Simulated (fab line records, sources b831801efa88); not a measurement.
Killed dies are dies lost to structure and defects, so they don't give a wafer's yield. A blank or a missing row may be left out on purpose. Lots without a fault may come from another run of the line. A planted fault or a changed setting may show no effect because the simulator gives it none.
Problem report in the 8D (eight disciplines) form, filled by code | flow sky130 | the parts of the form that need people (team, actions taken, sign-off) are left out

1. THE PROBLEM
killed_at_contacts at SKY_PAD_OPEN_PROBE_99 reads a mean of 78 on 6 wafers of 2 lots; wafers without a fault read 25 with a standard deviation of 5.3. That is +10 standard deviations from the usual mean.
First seen on wafer L848.1, day 50 04:05, on prober-01. The record holds 6 wafers of 2 lots with a number at this step. Rule for "out", or "out of limits": more than 4 standard deviations from the usual mean. The other wafers with a number count as sound.

2. WHAT IT IS AND WHAT IT IS NOT
question                    | is                     | is not
which readings at this step | killed_at_contacts     | killed_at_M0_to_M3, killed_at_front_end, killed_at_other, killed_open
which lots                  | L848, L851             | -
which wafers of those lots  | all that have a number | -
read on which tools         | prober-01, prober-02   | -
when                        | from day 50 04:05      | up to then (0 sound wafers)

3. SUSPECTS, AND WHAT RULES EACH OUT
Counting: a tool at a process step up to the reading stays a suspect if it ran every lot that is out and no sound lot after the first of them.
- pvd_sputter-03 at SKY_LOCAL_INTERCONNECT_SPUTTER_00 (material TiN, target thk 100 nm, time 83.3 s): kept. It ran every lot that is out, first L848 (day 35 09:38), and no sound lot after that.
- pvd_sputter-02 at SKY_VIA4_SPUTTER_17 (material TiN, target thk 20 nm, time 80 s): kept. It ran every lot that is out, first L848 (day 47 18:31), and no sound lot after that.
Left after counting: pvd_sputter-03 at SKY_LOCAL_INTERCONNECT_SPUTTER_00, pvd_sputter-02 at SKY_VIA4_SPUTTER_17.

4. THE CAUSE (what the simulator had put in)
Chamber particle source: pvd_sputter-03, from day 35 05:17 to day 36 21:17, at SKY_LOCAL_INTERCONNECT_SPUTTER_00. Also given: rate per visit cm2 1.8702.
Counting left 2 suspects, and this tool is among them.

5. THE CHAIN OF EFFECTS, in route order
Each row: a reading whose mean over the struck wafers that have a number lies more than 3 standard deviations from the usual. Only readings for which the record gives a usual standard deviation are gone through. hours: the time from each lot's start at the first step in this table that gives one to its start at this step, as a median over the lots. sigmas: the change in usual standard deviations.
hours | step                  | reading            | usual | on struck wafers | change | sigmas
0     | SKY_PAD_OPEN_PROBE_99 | killed_at_contacts | 25    | 78               | +53    | +10
0     | SKY_PAD_OPEN_PROBE_99 | killed_dies        | 86    | 134              | +48    | +5.4
The process steps in it:
- SKY_PAD_OPEN_PROBE_99

6. WHAT WOULD HAVE CAUGHT IT SOONER
In this record the first reading out of limits was taken at day 50 04:05, 359 hours after the fault began at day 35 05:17.
Of the tool readings at SKY_LOCAL_INTERCONNECT_SPUTTER_00 for which the record gives a usual standard deviation, none was out on any struck wafer, so an alarm limit of 4 standard deviations on them would not have fired.
All the lots that are out (2) had begun SKY_LOCAL_INTERCONNECT_SPUTTER_00 on pvd_sputter-03 by day 50 04:05. A hold on the tool at that time would have spared none of them.
